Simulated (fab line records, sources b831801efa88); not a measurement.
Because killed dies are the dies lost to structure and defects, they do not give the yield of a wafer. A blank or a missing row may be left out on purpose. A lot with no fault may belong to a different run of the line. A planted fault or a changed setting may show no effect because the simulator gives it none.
The same fault as seen by 2 desks	flow gf180mcu	only its own numbers are on each desk; what lay behind them is given at the end

## THE TOOL OWNER'S DESK: rie diel-04
The tool's own readings at GF_SAB_ETCH_11 (etches SiO2 in C4F8/O2/Ar, target depth 55 nm, time 8.5 s): means of the sampled wafers that have a number, for each lot that ran on this tool. The brackets show how far a lot's mean lies from the usual mean; more than 4 standard deviations puts the lot out of limits, marked OUT.
Columns: A = bias w at GF_SAB_ETCH_11, usual 1200 W; B = oes product au at GF_SAB_ETCH_11, usual 1.000 a.u.
lot	first seen here	A	B
L145	day 15 04:41	1202	1.001
L146	day 15 11:28	1201	1.011
L147	day 15 16:05	1136 (-19) OUT	1.004
L150	day 16 19:19	1136 (-19) OUT	1.003
L165	day 22 07:04	1202	1.006
L167	day 22 23:22	1199	0.998
This desk's verdict: out of limits on L147, L150, starting with L147 at day 15 16:05 (bias w at GF_SAB_ETCH_11). L145, L146, L165, L167 stayed within limits.

## THE METROLOGY DESK
What the gauges read, lot by lot, whatever tool the lot ran on: means of the sampled wafers that have a number. The brackets show how far a lot's mean lies from the usual mean; more than 4 standard deviations puts the lot out of limits, marked OUT.
Columns: A = HV_LDD_CVD_56_THK at GF_HV_LDD_THK_MEAS_57, usual 89.8 nm; B = NSD_OVL at GF_NSD_OVL_MEAS_08, usual -1.0 nm; C = cd nm at GF_PSD_CD_MEAS_07, usual 400.2 nm
lot	first seen here	A	B	C
L145	day 12 14:17	91.4	-0.3	401.2
L146	day 12 19:25	89.9	-1.1	400.3
L147	day 13 00:17	88.9	-1.8	397.3
L148	day 13 16:52	88.3	-1.9	398.6
L150	day 14 02:12	89.4	-0.9	400.5
L152	day 14 23:31	89.2	-1.4	398.8
L158	day 16 21:40	90.0	-2.3	397.5
L159	day 17 02:32	89.2	-1.4	394.1
L160	day 17 15:56	90.1	-0.3	401.8
L161	day 17 18:25	89.8	1.1	402.2
L163	day 18 09:55	90.2	-1.0	401.4
L164	day 18 20:39	88.8	-1.0	402.8
L165	day 19 06:16	89.5	2.1	399.6
L167	day 19 23:09	89.5	-0.9	402.2
Finding of this desk: none of the 14 lots has anything out of limits.

## TAKEN TOGETHER
At day 15 16:05, on L147, L150, the tool owner's desk was in a position to raise an alarm.
Metrology desk: nothing out of limits seen.
The metrology desk has L147, L150 on record, within its limits.
Every lot named ran GF_SAB_ETCH_11 on rie diel-04.

## WHAT THE SIMULATOR HAD PUT IN
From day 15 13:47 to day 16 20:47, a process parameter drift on rie diel-04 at GF_SAB_ETCH_11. The setting bias w was moved by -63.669, starting from 1200. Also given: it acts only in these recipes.
Lots struck among those shown: L147, L150.
Each desk's first reading out of limits, in hours after the fault started: the tool owner's desk, 2.
